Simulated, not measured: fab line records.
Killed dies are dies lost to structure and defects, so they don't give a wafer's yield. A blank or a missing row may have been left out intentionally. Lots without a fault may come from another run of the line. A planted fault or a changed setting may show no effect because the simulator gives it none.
Code-filled problem report in 8D (eight disciplines) form / flow gf180mcu / the parts of the form that need people (team, actions taken, sign-off) are left out

== 1. PROBLEM STATEMENT ==
At GF_NWELL_IMPLANT_09, beam-energy-keV averages 153.08 over 6 wafers from 2 lots, while fault-free wafers read 160.00, standard deviation 0.046. That is -99 or more standard deviations from the usual mean.
First seen on wafer L766.2, day 5 09:44, on implanter-04. The record has a number at this step for 18 wafers belonging to 6 lots. By rule, "out" or "out of limits" means more than 4 standard deviations away from the usual mean. Any other wafer with a number is counted as sound.

== 2. WHAT IT IS; WHAT IT IS NOT ==
question=which readings at this step | is=beam-energy-keV | is not=beam-on-s
question=which lots | is=L766, L768 | is not=L758, L759, L767, L776
question=which wafers of those lots | is=all that have a number | is not=-
question=read on which tools | is=implanter-04 | is not=implanter-01, implanter-03
question=when | is=from day 5 09:44 | is not=up to then (6 sound wafers); but 6 sound wafers of L767, L776 came after

== 3. SUSPECTS, AND WHAT RULES EACH OUT ==
Counting: a tool at any process step up to the reading remains a suspect when it ran all the lots that are out and ran no sound lot after the first of those.
- implanter-04 at GF_NWELL_IMPLANT_09: kept. Every lot that is out went through it, starting with L766 (day 5 09:44), and after that it ran no sound lot; the last sound lot it ran before then is L759 (day 3 18:34). Its own beam-energy-keV readings are out on those wafers.
Remaining after the count: implanter-04 at GF_NWELL_IMPLANT_09.

== 4. THE CAUSE (what the simulator had put in) ==
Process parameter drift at GF_NWELL_IMPLANT_09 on implanter-04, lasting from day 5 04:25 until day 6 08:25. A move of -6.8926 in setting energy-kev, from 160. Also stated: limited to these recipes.
Only this tool survived the counting.

== 5. THE EFFECT CHAIN, in route order ==
One row per reading whose mean, taken over the struck wafers that have a number, lies over 3 standard deviations from the usual. Only readings whose record carries a usual standard deviation are examined. hours: median over the lots of the time between each lot's start at the first step of this table that gives one and its start at this step. sigmas: the change, counted in usual standard deviations.
hours=0; step=GF_NWELL_IMPLANT_09; reading=beam-energy-keV; usual=160.00; on struck wafers=153.08; change=-6.92; sigmas=-99 or more
Process steps it contains:
- GF_NWELL_IMPLANT_09

== 6. HOW IT WOULD HAVE BEEN CAUGHT EARLIER ==
First out-of-limits reading in this record: day 5 09:44, which is 5 hours after fault onset at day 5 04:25.
